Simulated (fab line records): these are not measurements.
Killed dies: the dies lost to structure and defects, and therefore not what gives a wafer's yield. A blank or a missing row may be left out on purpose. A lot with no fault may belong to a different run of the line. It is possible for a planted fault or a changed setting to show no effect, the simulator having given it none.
One fault through the eyes of 2 desks | flow gf180mcu | each desk holds nothing but its own numbers, with what lay behind them at the end

## METROLOGY DESK
What the gauges read for every lot (on any tool): the sampled wafers with a number, averaged. If a lot's mean is further than 4 standard deviations from the usual mean, the lot is out of limits and carries the mark OUT (the distance appears in the brackets).
Columns: A = STI_OXIDATION_02_THK at GF_STI_THK_MEAS_30, usual 9.98 nm
lot  | first seen here | A
L480 | day 2 11:30     | 10.32
L484 | day 3 08:37     | 10.00
L494 | day 5 11:34     | 9.87
L495 | day 5 16:01     | 10.08
L496 | day 5 23:10     | 9.89
L499 | day 6 14:11     | 9.94
L500 | day 6 19:28     | 9.97
Result from this desk: across the 7 lots, nothing is out of limits.

## TOOL OWNER'S DESK, implanter-01
The tool's own readings at GF_DNWELL_IMPLANT_07: means of the sampled wafers that have a number, for each lot that ran on this tool. If a lot's mean is further than 4 standard deviations from the usual mean, the lot is out of limits and carries the mark OUT (the distance appears in the brackets).
Columns: A = beamEnergyKeV at GF_DNWELL_IMPLANT_07, usual 1499.9
lot  | first seen here | A
L484 | day 3 21:44     | 1500.0
L494 | day 6 02:10     | 1575.3 (+99 or more) OUT
L495 | day 6 05:55     | 1575.4 (+99 or more) OUT
L496 | day 6 13:43     | 1575.6 (+99 or more) OUT
This desk's finding: out of limits on L494, L495, L496; first on L494, day 6 02:10 (beamEnergyKeV at GF_DNWELL_IMPLANT_07). L484: within limits.

## TAKEN TOGETHER
The tool owner's desk could have raised an alarm at day 6 02:10, on L494, L495, L496.
The metrology desk saw nothing out of limits.
The metrology desk has L494, L495, L496 on record, within its limits.
On implanter-01, each named lot ran GF_DNWELL_IMPLANT_07.

## WHAT THE SIMULATOR HAD INSERTED
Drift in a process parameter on implanter-01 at GF_DNWELL_IMPLANT_07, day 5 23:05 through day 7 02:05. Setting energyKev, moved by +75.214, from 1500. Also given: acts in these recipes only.
Struck lots among those shown: L494, L495, L496.
Time in hours from fault onset to the first out-of-limits reading at each desk: the tool owner's desk, 3.
